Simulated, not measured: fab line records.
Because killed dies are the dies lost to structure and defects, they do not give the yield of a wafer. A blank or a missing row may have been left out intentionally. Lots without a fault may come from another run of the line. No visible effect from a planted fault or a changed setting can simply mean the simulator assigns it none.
Which tool did it? / flow sky130 / Sampling: 6 lots, 18 wafers, 3 of 708 route steps

== WHAT THE GAUGES READ, wafer by wafer ==
SKY_PASSIVATION_THK_MEAS_01.
lot=L575; measured=day 43 23:11; on=film_metro-03; PASSIVATION_CVD_00_THK (nm)=89.6 89.4 90.9
lot=L583; measured=day 46 04:59; on=film_metro-04; PASSIVATION_CVD_00_THK (nm)=87.5 90.7 89.8
lot=L586; measured=day 46 19:37; on=film_metro-04; PASSIVATION_CVD_00_THK (nm)=90.2 91.4 91.2
lot=L592; measured=day 48 13:27; on=film_metro-02; PASSIVATION_CVD_00_THK (nm)=90.1 90.0 90.6
lot=L594; measured=day 49 04:43; on=film_metro-04; PASSIVATION_CVD_00_THK (nm)=89.6 89.7 89.1
lot=L596; measured=day 49 14:42; on=film_metro-02; PASSIVATION_CVD_00_THK (nm)=89.1 88.5 89.3

== WHAT TOOL EACH LOT RAN ON (gives the tool, then ch and the chambers of the sampled wafers, and finally the start) ==
lot=L575; SKY_POLY_GATE_ETCH_17=rie_si-02 ch 2,3, day 16 19:03; SKY_METAL5_SPUTTER_04=pvd_sputter-04, day 42 23:58
lot=L583; SKY_POLY_GATE_ETCH_17=rie_si-02 ch 0,1,3, day 19 20:07; SKY_METAL5_SPUTTER_04=pvd_sputter-04, day 45 07:34
lot=L586; SKY_POLY_GATE_ETCH_17=rie_si-02 ch 1,2,3, day 20 16:49; SKY_METAL5_SPUTTER_04=pvd_sputter-04, day 45 22:22
lot=L592; SKY_POLY_GATE_ETCH_17=rie_si-01 ch 0,3, day 23 05:49; SKY_METAL5_SPUTTER_04=pvd_sputter-04, day 47 18:23
lot=L594; SKY_POLY_GATE_ETCH_17=rie_si-01 ch 0,2, day 24 04:13; SKY_METAL5_SPUTTER_04=pvd_sputter-04, day 48 10:06
lot=L596; SKY_POLY_GATE_ETCH_17=rie_si-02 ch 0,2,3, day 25 01:37; SKY_METAL5_SPUTTER_04=pvd_sputter-04, day 48 20:40
- SKY_POLY_GATE_ETCH_17: etches poly-Si in HBr/Cl2, stops on SiO2, target depth 180 nm, time 70.5 s.
- SKY_METAL5_SPUTTER_04: material TiN, target thk 70 nm, time 58.3 s.

== THE ANSWER, worked out from the rows above alone ==
Rule: the usual values come from the lots themselves. Put in order of their means at a reading, lots are off if they are a third of the lots or fewer, leave a main group of 4 or more, and stand apart from it by a gap of 3 or more times the standard deviation of the main group's means; of several such gaps the widest counts. A main group is skipped when, at the precision printed for the reading in the tables above, its means are all equal. A lot without any number at a reading at which 4 lots or more have one is off too. All remaining lots with rows at the step are treated as sound.
No lot is off on any of the readings shown, so nothing can be concluded from this.

== WHAT THE SIMULATOR HAD INSERTED ==
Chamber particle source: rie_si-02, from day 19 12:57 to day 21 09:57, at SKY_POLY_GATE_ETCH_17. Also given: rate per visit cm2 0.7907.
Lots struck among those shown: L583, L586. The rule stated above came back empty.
